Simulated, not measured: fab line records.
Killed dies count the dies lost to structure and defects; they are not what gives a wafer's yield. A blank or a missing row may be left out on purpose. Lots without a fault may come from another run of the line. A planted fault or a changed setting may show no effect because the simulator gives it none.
A single fault, viewed from 2 desks -- flow gf180mcu -- numbers are kept per desk, each desk with only its own; the story behind them comes last

## TOOL OWNER'S DESK, cvd_w-01
The tool's own readings at GF_V3_CVD_23 (deposits W, target thk 350 nm, time 104.9 s): means of the sampled wafers that have a number, for each lot that ran on this tool. Any lot whose mean is over 4 standard deviations away from the usual mean is out of limits and marked OUT; that distance is given in the brackets.
Columns: A = chamber_pressure_Torr at GF_V3_CVD_23, usual 40.00 Torr; B = heater_power_w at GF_V3_CVD_23, usual 906 W
lot,first seen here,A,B
L763,day 22 06:28,40.13,894
L765,day 23 10:49,40.06,885
L767,day 24 05:23,39.97,903
L769,day 25 03:35,40.02,922
L770,day 25 21:26,40.05,917
L774,day 26 21:35,41.31 (+15) OUT,904
L777,day 28 00:37,40.53 (+5.9) OUT,924
This desk finds L774, L777 out of limits, L774 being first, at day 26 21:35 (chamber_pressure_Torr at GF_V3_CVD_23). L763, L765, L767, L769, L770 stayed within limits.

## AT THE METROLOGY DESK
Lot by lot, what the gauges showed, no matter which tool ran the lot: averages of those sampled wafers that carry a number. Any lot whose mean is over 4 standard deviations away from the usual mean is out of limits and marked OUT; that distance is given in the brackets.
Columns: A = M4_ALCU_RS at GF_M4_RS_MEAS_05, usual 0.0695 ohm/sq
lot,first seen here,A
L762,day 22 03:49,0.0698
L763,day 22 07:17,0.0690
L765,day 23 11:37,0.0704
L767,day 24 06:14,0.0702
L768,day 24 18:35,0.0697
L769,day 25 04:47,0.0708
L770,day 25 22:15,0.0690
L771,day 26 02:57,0.0690
L772,day 26 13:18,0.0694
L774,day 26 22:55,0.0698
L776,day 27 19:08,0.0697
L777,day 28 01:27,0.0706
L778,day 28 02:40,0.0683
L783,day 29 03:26,0.0688
Finding of this desk: none of the 14 lots has anything out of limits.

## BROUGHT TOGETHER
The tool owner's desk could have raised an alarm at day 26 21:35, on L774, L777.
The metrology desk saw nothing out of limits.
The metrology desk holds a record of L774, L777, inside its limits.
Of the lots named, all ran GF_V3_CVD_23 on cvd_w-01.

## WHAT THE SIMULATOR PUT IN
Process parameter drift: cvd_w-01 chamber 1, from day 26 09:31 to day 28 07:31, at GF_V3_CVD_23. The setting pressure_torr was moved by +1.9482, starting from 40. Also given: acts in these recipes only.
Shown lots that were struck: L774, L777.
How many hours passed from the start of the fault until each desk's first out-of-limits reading: the tool owner's desk, 12.
